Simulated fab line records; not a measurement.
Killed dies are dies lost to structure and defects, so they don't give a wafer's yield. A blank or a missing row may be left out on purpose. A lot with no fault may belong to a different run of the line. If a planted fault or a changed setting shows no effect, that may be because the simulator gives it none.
The tool behind it: which one? + flow sky130 + 18 wafers from 6 lots sampled at 2 of the route's 708 steps

## WHAT EACH GAUGE READ, for each wafer
SKY_CAP2M_OVL_MEAS_12.
| lot  | measured     | on         | CAP2M_OVL (nm) |
|------|--------------|------------|----------------|
| L820 | day 41 22:54 | overlay-01 | 0.7 -0.9 -0.4  |
| L821 | day 41 23:12 | overlay-01 | -0.7 -0.7 1.2  |
| L826 | day 43 02:39 | overlay-01 | -1.9 -1.4 0.1  |
| L832 | day 44 09:09 | overlay-02 | 0.0 -1.8 -2.4  |
| L835 | day 45 10:29 | overlay-02 | -2.6 -3.1 -5.3 |
| L840 | day 46 11:24 | overlay-02 | -3.1 0.4 -3.3  |

## WHAT TOOL EACH LOT RAN ON (gives the tool, then ch and the chambers of the sampled wafers, and finally the start)
| lot  | SKY_METAL1_ETCH_18                |
|------|-----------------------------------|
| L820 | rie metal-01 ch 0,1, day 34 02:26 |
| L821 | rie metal-03 ch 0,1, day 34 04:50 |
| L826 | rie metal-01 ch 0,1, day 35 11:14 |
| L832 | rie metal-02 ch 0,1, day 36 22:44 |
| L835 | rie metal-03 ch 0,1, day 38 04:02 |
| L840 | rie metal-02 ch 0,1, day 39 09:50 |
- SKY_METAL1_ETCH_18: etches BARC in N2/H2, stops on SiO2, time 45.9 s, target depth 60 nm.

## THE ANSWER, worked out from the rows above alone
Rule: the usual values come from the lots themselves. The widest of any qualifying gaps counts: lots, ordered by their means at a reading, are off when they make up no more than a third of the lots, leave a main group of 4 or more, and stand apart from it by 3 or more times the standard deviation of that group's means. Not used: any main group whose means are identical at the precision the tables above print for the reading. A lot without any number at a reading at which 4 lots or more have one is off too. The other lots that the step has rows for count as sound.
Nothing can be told from this: no lot is off at any reading shown.

## WHAT WAS PUT IN BY THE SIMULATOR
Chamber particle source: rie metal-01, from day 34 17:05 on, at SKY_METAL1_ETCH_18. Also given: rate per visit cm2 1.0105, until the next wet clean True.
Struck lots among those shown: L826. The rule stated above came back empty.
